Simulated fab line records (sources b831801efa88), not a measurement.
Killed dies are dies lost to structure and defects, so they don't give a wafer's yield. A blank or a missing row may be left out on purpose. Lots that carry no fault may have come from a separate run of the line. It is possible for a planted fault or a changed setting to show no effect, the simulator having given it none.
fab line records / flow sky130
[record] lots = 12 wafers = 36 last_day = 50
route steps=708 shown VIA3@585 PAD_OPEN@708
lots untouched by any fault: they come from a run of this same line in which no faults occurred
start_h: start of the lot's first displayed wafer, in hours after the record's first day / wait_h: how many hours have passed since the lot's step before this one / " repeats the value in the row above / L1.1+2: several wafers, shown together as one row / - value missing, or start not given / * or withheld: withheld / < > ~ a bound
route shown NAME@n: names a module that has steps shown in the file, with the first one's number in the route / usual: average and standard deviation across the fault-free wafers / same: alike in all rows / chamber/n: place in a boat / sites: per-site readings / _std_site: the values' standard deviation / _edge_site: mean of outer sites minus mean of inner sites / radius_mm: for every site, how far away it sits from the centre of the wafer / mask NAME#n: copy n / behind: the most recent tool/chamber to have shaped the wafer / hold: cause of the lot's hold/its duration in hours/its outcome / device: the n, p or np transistor that did not switch / end of line: tests run on the same wafers once the route is complete / step lacking rows: just its recipe / killed: count of dies lost to structure and defects at first sort (not the wafer's yield) / map: a wafer's dies, marking killed ones x, the rest . and places with no die _
set.NAME: the setting the step ran with; set.NAME@STEP: the setting that earlier step ran with / model.NAME: the simulator's own value behind a step, which no gauge read
one table for each step of the route and one row for each wafer, over a sample of lots
services: the hour from which a tool's chamber was out of use, counted from the record's first day as start_h (under 0 if before that day), plus the number of hours and why
[[steps]]
[step SKY_VIA3_CD_MEAS_12]
[recipe] target_cd_nm = 200
[usual] cd_nm = 200.0/1.4
lot.wafer=L441.2 tool=cd_sem-01 chamber=- start_h=922.25 wait_h=- cd_nm=201.1
lot.wafer=L441.3 tool=cd_sem-01 chamber=- start_h=922.25 wait_h=- cd_nm=200.9
lot.wafer=L441.5 tool=cd_sem-01 chamber=- start_h=922.25 wait_h=- cd_nm=200.4
lot.wafer=L443.1 tool=cd_sem-02 chamber=- start_h=941.62 wait_h=- cd_nm=199.4
lot.wafer=L443.2 tool=cd_sem-02 chamber=- start_h=941.62 wait_h=- cd_nm=198.0
lot.wafer=L443.4 tool=cd_sem-02 chamber=- start_h=941.62 wait_h=- cd_nm=198.0
lot.wafer=L444.2 tool=cd_sem-02 chamber=- start_h=951.41 wait_h=- cd_nm=201.1
lot.wafer=L444.4 tool=cd_sem-02 chamber=- start_h=951.41 wait_h=- cd_nm=200.4
lot.wafer=L444.5 tool=cd_sem-02 chamber=- start_h=951.41 wait_h=- cd_nm=203.0
lot.wafer=L445.1 tool=cd_sem-01 chamber=- start_h=951.48 wait_h=- cd_nm=199.0
lot.wafer=L445.2 tool=cd_sem-01 chamber=- start_h=951.48 wait_h=- cd_nm=198.9
lot.wafer=L445.5 tool=cd_sem-01 chamber=- start_h=951.48 wait_h=- cd_nm=197.9
lot.wafer=L447.1 tool=cd_sem-02 chamber=- start_h=975.57 wait_h=- cd_nm=199.2
lot.wafer=L447.4 tool=cd_sem-02 chamber=- start_h=975.57 wait_h=- cd_nm=200.4
lot.wafer=L447.6 tool=cd_sem-02 chamber=- start_h=975.57 wait_h=- cd_nm=200.2
lot.wafer=L448.2 tool=cd_sem-02 chamber=- start_h=982.01 wait_h=- cd_nm=199.5
lot.wafer=L448.4 tool=cd_sem-02 chamber=- start_h=982.01 wait_h=- cd_nm=199.8
lot.wafer=L448.5 tool=cd_sem-02 chamber=- start_h=982.01 wait_h=- cd_nm=198.6
lot.wafer=L449.2 tool=cd_sem-02 chamber=- start_h=986.84 wait_h=- cd_nm=200.1
lot.wafer=L449.5 tool=cd_sem-02 chamber=- start_h=986.84 wait_h=- cd_nm=199.2
lot.wafer=L449.6 tool=cd_sem-02 chamber=- start_h=986.84 wait_h=- cd_nm=200.3
lot.wafer=L454.1 tool=cd_sem-01 chamber=- start_h=1022.92 wait_h=- cd_nm=200.2
lot.wafer=L454.2 tool=cd_sem-01 chamber=- start_h=1022.92 wait_h=- cd_nm=200.0
lot.wafer=L454.5 tool=cd_sem-01 chamber=- start_h=1022.92 wait_h=- cd_nm=200.1
lot.wafer=L456.1 tool=cd_sem-01 chamber=- start_h=1032.94 wait_h=- cd_nm=198.5
lot.wafer=L456.2 tool=cd_sem-01 chamber=- start_h=1032.94 wait_h=- cd_nm=200.0
lot.wafer=L456.3 tool=cd_sem-01 chamber=- start_h=1032.94 wait_h=- cd_nm=199.1
lot.wafer=L461.1 tool=cd_sem-02 chamber=- start_h=1074.37 wait_h=- cd_nm=199.4
lot.wafer=L461.3 tool=cd_sem-02 chamber=- start_h=1074.37 wait_h=- cd_nm=198.3
lot.wafer=L461.5 tool=cd_sem-02 chamber=- start_h=1074.37 wait_h=- cd_nm=198.9
lot.wafer=L463.2 tool=cd_sem-02 chamber=- start_h=1079.95 wait_h=- cd_nm=201.0
lot.wafer=L463.5 tool=cd_sem-02 chamber=- start_h=1079.95 wait_h=- cd_nm=201.2
lot.wafer=L463.6 tool=cd_sem-02 chamber=- start_h=1079.95 wait_h=- cd_nm=201.6
lot.wafer=L464.2 tool=cd_sem-01 chamber=- start_h=1082.31 wait_h=- cd_nm=199.9
lot.wafer=L464.3 tool=cd_sem-01 chamber=- start_h=1082.31 wait_h=- cd_nm=200.1
lot.wafer=L464.4 tool=cd_sem-01 chamber=- start_h=1082.31 wait_h=- cd_nm=199.0
[step SKY_VIA3_ETCH_15]
[recipe] target = SiO2 chemistry = C4F8/O2/Ar target_depth_nm = 507 stop_on = TiN mask_material = KrF-thick source_w = 1500 bias_w = 1200 pressure_mtorr = 40 c4f8_flow_sccm = withheld O2_flow_sccm = 6 Ar_flow_sccm = 300 time_s = 78
[usual] chamber_pressure_mTorr = 40.00/0.036 oes_product_au = 0.946/0.0041
lot.wafer=L441.2 tool=rie_diel-02 chamber=3 start_h=922.42 wait_h=0.0 chamber_pressure_mTorr=40.06 oes_product_au=0.950 rf_hours_counter_h=14
lot.wafer=L441.3 tool=rie_diel-02 chamber=0 start_h=922.42 wait_h=0.0 chamber_pressure_mTorr=39.96 oes_product_au=0.948 rf_hours_counter_h=12
lot.wafer=L441.5 tool=rie_diel-02 chamber=0 start_h=922.42 wait_h=0.0 chamber_pressure_mTorr=40.02 oes_product_au=0.946 rf_hours_counter_h=-
lot.wafer=L443.1 tool=rie_diel-01 chamber=1 start_h=941.82 wait_h=0.0 chamber_pressure_mTorr=39.99 oes_product_au=0.946 rf_hours_counter_h=11
lot.wafer=L443.2 tool=rie_diel-01 chamber=2 start_h=941.82 wait_h=0.0 chamber_pressure_mTorr=39.94 oes_product_au=0.950 rf_hours_counter_h=23
lot.wafer=L443.4 tool=rie_diel-01 chamber=3 start_h=941.82 wait_h=0.0 chamber_pressure_mTorr=39.94 oes_product_au=0.955 rf_hours_counter_h=10
lot.wafer=L444.2 tool=rie_diel-02 chamber=2 start_h=951.58 wait_h=0.0 chamber_pressure_mTorr=40.03 oes_product_au=0.952 rf_hours_counter_h=10
lot.wafer=L444.4 tool=rie_diel-02 chamber=3 start_h=951.58 wait_h=0.0 chamber_pressure_mTorr=39.99 oes_product_au=0.943 rf_hours_counter_h=15
lot.wafer=L444.5 tool=rie_diel-02 chamber=1 start_h=951.58 wait_h=0.0 chamber_pressure_mTorr=40.01 oes_product_au=0.940 rf_hours_counter_h=-
lot.wafer=L445.1 tool=rie_diel-03 chamber=1 start_h=951.67 wait_h=0.0 chamber_pressure_mTorr=39.93 oes_product_au=0.944 rf_hours_counter_h=17
lot.wafer=L445.2 tool=rie_diel-03 chamber=2 start_h=951.67 wait_h=0.0 chamber_pressure_mTorr=40.00 oes_product_au=0.941 rf_hours_counter_h=15
lot.wafer=L445.5 tool=rie_diel-03 chamber=1 start_h=951.67 wait_h=0.0 chamber_pressure_mTorr=40.03 oes_product_au=0.950 rf_hours_counter_h=-
lot.wafer=L447.1 tool=rie_diel-02 chamber=0 start_h=975.77 wait_h=0.0 chamber_pressure_mTorr=39.98 oes_product_au=0.939 rf_hours_counter_h=13
lot.wafer=L447.4 tool=rie_diel-02 chamber=2 start_h=975.77 wait_h=0.0 chamber_pressure_mTorr=39.96 oes_product_au=0.951 rf_hours_counter_h=10
lot.wafer=L447.6 tool=rie_diel-02 chamber=1 start_h=975.77 wait_h=0.0 chamber_pressure_mTorr=39.98 oes_product_au=0.946 rf_hours_counter_h=-
lot.wafer=L448.2 tool=rie_diel-02 chamber=1 start_h=982.18 wait_h=0.0 chamber_pressure_mTorr=40.00 oes_product_au=0.950 rf_hours_counter_h=15
lot.wafer=L448.4 tool=rie_diel-02 chamber=0 start_h=982.18 wait_h=0.0 chamber_pressure_mTorr=39.96 oes_product_au=0.944 rf_hours_counter_h=13
lot.wafer=L448.5 tool=rie_diel-02 chamber=1 start_h=982.18 wait_h=0.0 chamber_pressure_mTorr=40.01 oes_product_au=0.941 rf_hours_counter_h=-
lot.wafer=L449.2 tool=rie_diel-01 chamber=0 start_h=987.02 wait_h=0.0 chamber_pressure_mTorr=40.04 oes_product_au=0.952 rf_hours_counter_h=10
lot.wafer=L449.5 tool=rie_diel-01 chamber=0 start_h=987.02 wait_h=0.0 chamber_pressure_mTorr=40.00 oes_product_au=0.950 rf_hours_counter_h=-
lot.wafer=L449.6 tool=rie_diel-01 chamber=1 start_h=987.02 wait_h=0.0 chamber_pressure_mTorr=40.00 oes_product_au=0.941 rf_hours_counter_h=-
lot.wafer=L454.1 tool=rie_diel-03 chamber=2 start_h=1023.12 wait_h=0.0 chamber_pressure_mTorr=40.00 oes_product_au=0.943 rf_hours_counter_h=18
lot.wafer=L454.2 tool=rie_diel-03 chamber=1 start_h=1023.12 wait_h=0.0 chamber_pressure_mTorr=39.98 oes_product_au=0.950 rf_hours_counter_h=20
lot.wafer=L454.5 tool=rie_diel-03 chamber=2 start_h=1023.12 wait_h=0.0 chamber_pressure_mTorr=39.95 oes_product_au=0.945 rf_hours_counter_h=-
lot.wafer=L456.1 tool=rie_diel-01 chamber=0 start_h=1033.14 wait_h=0.0 chamber_pressure_mTorr=40.00 oes_product_au=0.950 rf_hours_counter_h=12
lot.wafer=L456.2 tool=rie_diel-01 chamber=2 start_h=1033.14 wait_h=0.0 chamber_pressure_mTorr=40.04 oes_product_au=0.942 rf_hours_counter_h=26
lot.wafer=L456.3 tool=rie_diel-01 chamber=1 start_h=1033.14 wait_h=0.0 chamber_pressure_mTorr=39.97 oes_product_au=0.947 rf_hours_counter_h=14
lot.wafer=L461.1 tool=rie_diel-02 chamber=1 start_h=1074.57 wait_h=0.0 chamber_pressure_mTorr=39.95 oes_product_au=0.947 rf_hours_counter_h=17
lot.wafer=L461.3 tool=rie_diel-02 chamber=0 start_h=1074.57 wait_h=0.0 chamber_pressure_mTorr=40.07 oes_product_au=0.950 rf_hours_counter_h=16
lot.wafer=L461.5 tool=rie_diel-02 chamber=2 start_h=1074.57 wait_h=0.0 chamber_pressure_mTorr=39.99 oes_product_au=0.950 rf_hours_counter_h=-
lot.wafer=L463.2 tool=rie_diel-01 chamber=0 start_h=1080.13 wait_h=0.0 chamber_pressure_mTorr=39.94 oes_product_au=0.946 rf_hours_counter_h=13
lot.wafer=L463.5 tool=rie_diel-01 chamber=3 start_h=1080.13 wait_h=0.0 chamber_pressure_mTorr=40.03 oes_product_au=0.953 rf_hours_counter_h=-
lot.wafer=L463.6 tool=rie_diel-01 chamber=2 start_h=1080.13 wait_h=0.0 chamber_pressure_mTorr=39.99 oes_product_au=0.941 rf_hours_counter_h=-
lot.wafer=L464.2 tool=rie_diel-01 chamber=2 start_h=1082.49 wait_h=0.0 chamber_pressure_mTorr=40.03 oes_product_au=0.952 rf_hours_counter_h=28
lot.wafer=L464.3 tool=rie_diel-01 chamber=3 start_h=1082.49 wait_h=0.0 chamber_pressure_mTorr=40.03 oes_product_au=0.943 rf_hours_counter_h=14
lot.wafer=L464.4 tool=rie_diel-01 chamber=1 start_h=1082.49 wait_h=0.0 chamber_pressure_mTorr=39.96 oes_product_au=0.941 rf_hours_counter_h=15
[step SKY_VIA3_SPUTTER_20]
[recipe] material = TiN target_thk_nm = 20 chamber_pressure_pa = 5 power_w = 4000 time_s = 80
[usual] throttle_valve_pct = 30.5/0.88
lot.wafer=L441.2 tool=pvd_sputter-02 chamber=- start_h=923.08 wait_h=0.0 throttle_valve_pct=31.0
lot.wafer=L441.3 tool=pvd_sputter-02 chamber=- start_h=923.08 wait_h=0.0 throttle_valve_pct=31.4
lot.wafer=L441.5 tool=pvd_sputter-02 chamber=- start_h=923.08 wait_h=0.0 throttle_valve_pct=29.4
lot.wafer=L443.1 tool=pvd_sputter-02 chamber=- start_h=942.47 wait_h=0.0 throttle_valve_pct=31.4
lot.wafer=L443.2 tool=pvd_sputter-02 chamber=- start_h=942.47 wait_h=0.0 throttle_valve_pct=31.5
lot.wafer=L443.4 tool=pvd_sputter-02 chamber=- start_h=942.47 wait_h=0.0 throttle_valve_pct=31.5
lot.wafer=L444.2 tool=pvd_sputter-02 chamber=- start_h=952.24 wait_h=0.0 throttle_valve_pct=31.2
lot.wafer=L444.4 tool=pvd_sputter-02 chamber=- start_h=952.24 wait_h=0.0 throttle_valve_pct=31.2
lot.wafer=L444.5 tool=pvd_sputter-02 chamber=- start_h=952.24 wait_h=0.0 throttle_valve_pct=31.3
lot.wafer=L445.1 tool=pvd_sputter-04 chamber=- start_h=952.37 wait_h=0.0 throttle_valve_pct=30.8
lot.wafer=L445.2 tool=pvd_sputter-04 chamber=- start_h=952.37 wait_h=0.0 throttle_valve_pct=30.0
lot.wafer=L445.5 tool=pvd_sputter-04 chamber=- start_h=952.37 wait_h=0.0 throttle_valve_pct=30.8
lot.wafer=L447.1 tool=pvd_sputter-02 chamber=- start_h=976.42 wait_h=0.0 throttle_valve_pct=31.6
lot.wafer=L447.4 tool=pvd_sputter-02 chamber=- start_h=976.42 wait_h=0.0 throttle_valve_pct=29.6
lot.wafer=L447.6 tool=pvd_sputter-02 chamber=- start_h=976.42 wait_h=0.0 throttle_valve_pct=31.0
lot.wafer=L448.2 tool=pvd_sputter-04 chamber=- start_h=982.84 wait_h=0.0 throttle_valve_pct=30.0
lot.wafer=L448.4 tool=pvd_sputter-04 chamber=- start_h=982.84 wait_h=0.0 throttle_valve_pct=30.9
lot.wafer=L448.5 tool=pvd_sputter-04 chamber=- start_h=982.84 wait_h=0.0 throttle_valve_pct=30.6
lot.wafer=L449.2 tool=pvd_sputter-02 chamber=- start_h=987.67 wait_h=0.0 throttle_valve_pct=31.2
lot.wafer=L449.5 tool=pvd_sputter-02 chamber=- start_h=987.67 wait_h=0.0 throttle_valve_pct=29.7
lot.wafer=L449.6 tool=pvd_sputter-02 chamber=- start_h=987.67 wait_h=0.0 throttle_valve_pct=31.4
lot.wafer=L454.1 tool=pvd_sputter-04 chamber=- start_h=1023.77 wait_h=0.0 throttle_valve_pct=30.8
lot.wafer=L454.2 tool=pvd_sputter-04 chamber=- start_h=1023.77 wait_h=0.0 throttle_valve_pct=31.2
lot.wafer=L454.5 tool=pvd_sputter-04 chamber=- start_h=1023.77 wait_h=0.0 throttle_valve_pct=30.0
lot.wafer=L456.1 tool=pvd_sputter-02 chamber=- start_h=1033.80 wait_h=0.0 throttle_valve_pct=29.6
lot.wafer=L456.2 tool=pvd_sputter-02 chamber=- start_h=1033.80 wait_h=0.0 throttle_valve_pct=30.9
lot.wafer=L456.3 tool=pvd_sputter-02 chamber=- start_h=1033.80 wait_h=0.0 throttle_valve_pct=31.2
lot.wafer=L461.1 tool=pvd_sputter-02 chamber=- start_h=1075.31 wait_h=0.0 throttle_valve_pct=31.5
lot.wafer=L461.3 tool=pvd_sputter-02 chamber=- start_h=1075.31 wait_h=0.0 throttle_valve_pct=31.5
lot.wafer=L461.5 tool=pvd_sputter-02 chamber=- start_h=1075.31 wait_h=0.0 throttle_valve_pct=29.7
lot.wafer=L463.2 tool=pvd_sputter-01 chamber=- start_h=1081.21 wait_h=0.0 throttle_valve_pct=29.0
lot.wafer=L463.5 tool=pvd_sputter-01 chamber=- start_h=1081.21 wait_h=0.0 throttle_valve_pct=28.7
lot.wafer=L463.6 tool=pvd_sputter-01 chamber=- start_h=1081.21 wait_h=0.0 throttle_valve_pct=29.1
lot.wafer=L464.2 tool=pvd_sputter-01 chamber=- start_h=1083.14 wait_h=0.0 throttle_valve_pct=29.1
lot.wafer=L464.3 tool=pvd_sputter-01 chamber=- start_h=1083.14 wait_h=0.0 throttle_valve_pct=30.7
lot.wafer=L464.4 tool=pvd_sputter-01 chamber=- start_h=1083.14 wait_h=0.0 throttle_valve_pct=31.4
[step SKY_VIA3_CMP_24]
[recipe] stop_on = SiO2 t_overpolish_s = 20 down_force_psi = 3.5 platen_rpm = 60 target_thk_nm = 0 pad_velocity_m_s = 0.94248
[usual] motor_current_A = 10.7/1.1 overpolish_run_s = 20.000/0.0089 platen_rpm = 60.00/0.044 time_to_endpoint_s = 94/4.9
[same] t_overpolish_s = 20
lot.wafer=L441.3 tool=cmp-01 chamber=1 start_h=923.53 wait_h=0.1 motor_current_A=11.1 overpolish_run_s=19.990 platen_rpm=60.04 time_to_endpoint_s=101
lot.wafer=L441.2 tool=cmp-01 chamber=0 start_h=923.53 wait_h=0.1 motor_current_A=12.3 overpolish_run_s=19.994 platen_rpm=59.94 time_to_endpoint_s=99
lot.wafer=L441.5 tool=cmp-01 chamber=1 start_h=923.53 wait_h=0.1 motor_current_A=11.0 overpolish_run_s=19.988 platen_rpm=59.91 time_to_endpoint_s=95
lot.wafer=L443.2 tool=cmp-02 chamber=3 start_h=942.84 wait_h=0.0 motor_current_A=10.3 overpolish_run_s=20.002 platen_rpm=59.98 time_to_endpoint_s=90
lot.wafer=L443.1 tool=cmp-02 chamber=1 start_h=942.84 wait_h=0.0 motor_current_A=11.5 overpolish_run_s=19.994 platen_rpm=60.08 time_to_endpoint_s=89
lot.wafer=L443.4 tool=cmp-02 chamber=2 start_h=942.84 wait_h=0.0 motor_current_A=9.3 overpolish_run_s=19.998 platen_rpm=60.06 time_to_endpoint_s=100
lot.wafer=L444.4 tool=cmp-02 chamber=3 start_h=952.65 wait_h=0.1 motor_current_A=11.0 overpolish_run_s=20.008 platen_rpm=60.03 time_to_endpoint_s=91
lot.wafer=L444.2 tool=cmp-02 chamber=0 start_h=952.65 wait_h=0.1 motor_current_A=11.4 overpolish_run_s=19.991 platen_rpm=60.02 time_to_endpoint_s=90
lot.wafer=L444.5 tool=cmp-02 chamber=2 start_h=952.65 wait_h=0.1 motor_current_A=9.1 overpolish_run_s=20.003 platen_rpm=60.07 time_to_endpoint_s=99
lot.wafer=L445.2 tool=cmp-01 chamber=0 start_h=952.73 wait_h=0.0 motor_current_A=11.8 overpolish_run_s=20.016 platen_rpm=60.05 time_to_endpoint_s=100
lot.wafer=L445.1 tool=cmp-01 chamber=1 start_h=952.73 wait_h=0.0 motor_current_A=10.9 overpolish_run_s=19.998 platen_rpm=59.99 time_to_endpoint_s=100
lot.wafer=L445.5 tool=cmp-01 chamber=1 start_h=952.73 wait_h=0.0 motor_current_A=11.1 overpolish_run_s=20.006 platen_rpm=59.96 time_to_endpoint_s=100
lot.wafer=L447.4 tool=cmp-02 chamber=3 start_h=976.89 wait_h=0.1 motor_current_A=10.9 overpolish_run_s=19.997 platen_rpm=60.01 time_to_endpoint_s=92
lot.wafer=L447.1 tool=cmp-02 chamber=0 start_h=976.89 wait_h=0.1 motor_current_A=11.5 overpolish_run_s=20.004 platen_rpm=60.02 time_to_endpoint_s=90
lot.wafer=L447.6 tool=cmp-02 chamber=2 start_h=976.89 wait_h=0.1 motor_current_A=8.8 overpolish_run_s=19.995 platen_rpm=59.97 time_to_endpoint_s=104
lot.wafer=L448.2 tool=cmp-02 chamber=3 start_h=983.25 wait_h=0.1 motor_current_A=10.3 overpolish_run_s=20.003 platen_rpm=59.98 time_to_endpoint_s=90
lot.wafer=L448.4 tool=cmp-02 chamber=0 start_h=983.25 wait_h=0.1 motor_current_A=11.8 overpolish_run_s=19.999 platen_rpm=60.05 time_to_endpoint_s=90
lot.wafer=L448.5 tool=cmp-02 chamber=3 start_h=983.25 wait_h=0.1 motor_current_A=10.0 overpolish_run_s=19.998 platen_rpm=59.99 time_to_endpoint_s=89
lot.wafer=L449.2 tool=cmp-02 chamber=3 start_h=988.16 wait_h=0.0 motor_current_A=10.2 overpolish_run_s=20.008 platen_rpm=59.99 time_to_endpoint_s=94
lot.wafer=L449.6 tool=cmp-02 chamber=3 start_h=988.16 wait_h=0.0 motor_current_A=10.5 overpolish_run_s=20.012 platen_rpm=60.03 time_to_endpoint_s=90
lot.wafer=L449.5 tool=cmp-02 chamber=0 start_h=988.16 wait_h=0.0 motor_current_A=12.1 overpolish_run_s=19.998 platen_rpm=60.03 time_to_endpoint_s=89
lot.wafer=L454.2 tool=cmp-02 chamber=2 start_h=1024.24 wait_h=0.1 motor_current_A=9.1 overpolish_run_s=20.005 platen_rpm=66.01 time_to_endpoint_s=92
lot.wafer=L454.1 tool=cmp-02 chamber=3 start_h=1024.24 wait_h=0.1 motor_current_A=10.5 overpolish_run_s=20.002 platen_rpm=59.97 time_to_endpoint_s=92
lot.wafer=L454.5 tool=cmp-02 chamber=1 start_h=1024.24 wait_h=0.1 motor_current_A=11.5 overpolish_run_s=20.000 platen_rpm=59.99 time_to_endpoint_s=92
lot.wafer=L456.1 tool=cmp-01 chamber=2 start_h=1034.16 wait_h=0.1 motor_current_A=9.9 overpolish_run_s=20.000 platen_rpm=60.03 time_to_endpoint_s=98
lot.wafer=L456.3 tool=cmp-01 chamber=0 start_h=1034.16 wait_h=0.1 motor_current_A=11.8 overpolish_run_s=19.991 platen_rpm=59.99 time_to_endpoint_s=98
lot.wafer=L456.2 tool=cmp-01 chamber=1 start_h=1034.16 wait_h=0.1 motor_current_A=10.8 overpolish_run_s=20.007 platen_rpm=59.89 time_to_endpoint_s=101
lot.wafer=L461.3 tool=cmp-01 chamber=1 start_h=1075.68 wait_h=0.0 motor_current_A=11.2 overpolish_run_s=19.998 platen_rpm=60.01 time_to_endpoint_s=104
lot.wafer=L461.1 tool=cmp-01 chamber=0 start_h=1075.68 wait_h=0.0 motor_current_A=11.7 overpolish_run_s=19.996 platen_rpm=59.96 time_to_endpoint_s=100
lot.wafer=L461.5 tool=cmp-01 chamber=2 start_h=1075.68 wait_h=0.0 motor_current_A=10.4 overpolish_run_s=20.003 platen_rpm=60.02 time_to_endpoint_s=98
lot.wafer=L463.2 tool=cmp-02 chamber=0 start_h=1081.68 wait_h=0.1 motor_current_A=12.3 overpolish_run_s=19.973 platen_rpm=59.99 time_to_endpoint_s=89
lot.wafer=L463.6 tool=cmp-02 chamber=2 start_h=1081.68 wait_h=0.1 motor_current_A=8.8 overpolish_run_s=20.008 platen_rpm=60.04 time_to_endpoint_s=100
lot.wafer=L463.5 tool=cmp-02 chamber=3 start_h=1081.68 wait_h=0.1 motor_current_A=10.2 overpolish_run_s=20.007 platen_rpm=60.00 time_to_endpoint_s=91
lot.wafer=L464.4 tool=cmp-02 chamber=1 start_h=1083.50 wait_h=0.0 motor_current_A=11.7 overpolish_run_s=19.983 platen_rpm=60.04 time_to_endpoint_s=94
lot.wafer=L464.2 tool=cmp-02 chamber=3 start_h=1083.50 wait_h=0.0 motor_current_A=10.3 overpolish_run_s=19.997 platen_rpm=59.93 time_to_endpoint_s=91
lot.wafer=L464.3 tool=cmp-02 chamber=0 start_h=1083.50 wait_h=0.0 motor_current_A=11.6 overpolish_run_s=19.999 platen_rpm=59.96 time_to_endpoint_s=92
[step SKY_PAD_OPEN_PROBE_99]
[usual] defect_limited_yield = 82.1/1.9 killed_at_M0_to_M3 = 44/7.3 killed_at_M4_up = 3.5/1.8 killed_at_contacts = 24/5.8 killed_at_front_end = 16/4.3 killed_at_other = 0.5/0.68 killed_dies = 88/9.4 killed_open = 48/6.8 killed_short = 40/6.1 sort_bin_3_pad_short = 0.9/0.39 sort_bin_5_function = 10.5/1.4 sort_bin_6_memory = 6.4/1.1 sort_n_pass = 404/9.4 sort_yield_pct = 82.1/1.9
[same] gross_dies = 492 killed_at_back_side = 0 sort_bin_4_leakage[%] = 0 sort_bin_8_speed[%] = 0
lot.wafer=L456.1 tool=prober-01 chamber=- start_h=1164.21 wait_h=0.1 defect_limited_yield[%]=82.1 killed_at_M0_to_M3=36 killed_at_M4_up=4 killed_at_contacts=21 killed_at_front_end=26 killed_at_other=1 killed_dies=88 killed_open=45 killed_short=42 sort_bin_3_pad_short[%]=0.8 sort_bin_5_function[%]=11.4 sort_bin_6_memory[%]=5.7 sort_n_pass=404 sort_yield_pct[%]=82.1
lot.wafer=L456.2 tool=prober-01 chamber=- start_h=1164.26 wait_h=0.1 defect_limited_yield[%]=82.3 killed_at_M0_to_M3=40 killed_at_M4_up=4 killed_at_contacts=18 killed_at_front_end=25 killed_at_other=0 killed_dies=87 killed_open=51 killed_short=35 sort_bin_3_pad_short[%]=1.2 sort_bin_5_function[%]=10.8 sort_bin_6_memory[%]=5.7 sort_n_pass=405 sort_yield_pct[%]=82.3
lot.wafer=L456.3 tool=prober-01 chamber=- start_h=1164.31 wait_h=0.2 defect_limited_yield[%]=83.3 killed_at_M0_to_M3=40 killed_at_M4_up=1 killed_at_contacts=25 killed_at_front_end=16 killed_at_other=0 killed_dies=82 killed_open=44 killed_short=37 sort_bin_3_pad_short[%]=1.0 sort_bin_5_function[%]=8.9 sort_bin_6_memory[%]=6.7 sort_n_pass=410 sort_yield_pct[%]=83.3
// killed by level:class
L456.1 CONTACT:geometric_particle:open=10 POLY_GATE:geometric_particle:short=7 FIELD_ISO:geometric_particle:short=6 VIA3:geometric_particle:open=6 VIA1:geometric_particle:short=5 VIA2:geometric_particle:open=5 FIELD_ISO:geometric_particle:open=4 POLY_GATE:geometric_particle:open=4
L456.2 VIA1:geometric_particle:open=11 CONTACT:geometric_particle:open=10 VIA3:geometric_particle:open=10 FIELD_ISO:geometric_particle:short=6 FIELD_ISO:geometric_particle:open=5 METAL1:geometric_particle:short=5 POLY_GATE:geometric_particle:short=5 POLY_GATE:geometric_particle:open=5
L456.3 METAL1:geometric_particle:short=9 CONTACT:geometric_particle:open=8 VIA1:geometric_particle:open=8 LI_CONTACT:geometric_particle:open=6 LI_CONTACT:geometric_particle:short=6 VIA2:geometric_particle:open=6 POLY_GATE:geometric_particle:short=5 METAL1:geometric_particle:open=4
[[services]]
tool=cmp-01 chamber=- start_h=903.75 hours=0.4 kind=repair
tool=pvd_sputter-02 chamber=- start_h=904.34 hours=5.0 kind=repair
tool=rie_diel-01 chamber=- start_h=908.82 hours=0.8 kind=repair
tool=cmp-02 chamber=- start_h=915.22 hours=4.0 kind=pm
tool=cmp-02 chamber=- start_h=919.22 hours=- kind=consumable_replace:conditioner
tool=cmp-02 chamber=- start_h=919.22 hours=- kind=consumable_replace:pad
tool=rie_diel-03 chamber=- start_h=931.91 hours=0.8 kind=repair
tool=rie_diel-02 chamber=- start_h=932.82 hours=14.6 kind=pm
tool=pvd_sputter-01 chamber=- start_h=959.15 hours=2.2 kind=repair
tool=cmp-01 chamber=- start_h=980.66 hours=5.3 kind=pm
tool=rie_diel-02 chamber=1 start_h=1007.21 hours=2.4 kind=repair
tool=rie_diel-02 chamber=0 start_h=1017.41 hours=1.6 kind=repair
tool=rie_diel-02 chamber=- start_h=1019.78 hours=1.1 kind=repair
tool=rie_diel-01 chamber=- start_h=1037.99 hours=0.7 kind=repair
[[key]]
[first_sign] step = SKY_VIA3_CMP_24 reading = platen_rpm direction = up sigmas = 99+ usual = 60.00 struck = 66.01
effect none on later readings
met_at SKY_VIA3_CMP_24
struck_lots L454
struck_wafers L454.2
not_acting_at SKY_VIA3_CD_MEAS_12,SKY_VIA3_ETCH_15,SKY_VIA3_SPUTTER_20
onset_between 976.89 1024.24
[fault] kind = process_parameter_drift tool = cmp-02 chamber = 2 onset_h = 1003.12 steps = SKY_VIA3_CMP_24 channel = platen_rpm offset = 6 shape = step end_h = 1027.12 acts_in = these_recipes_only stated = 60
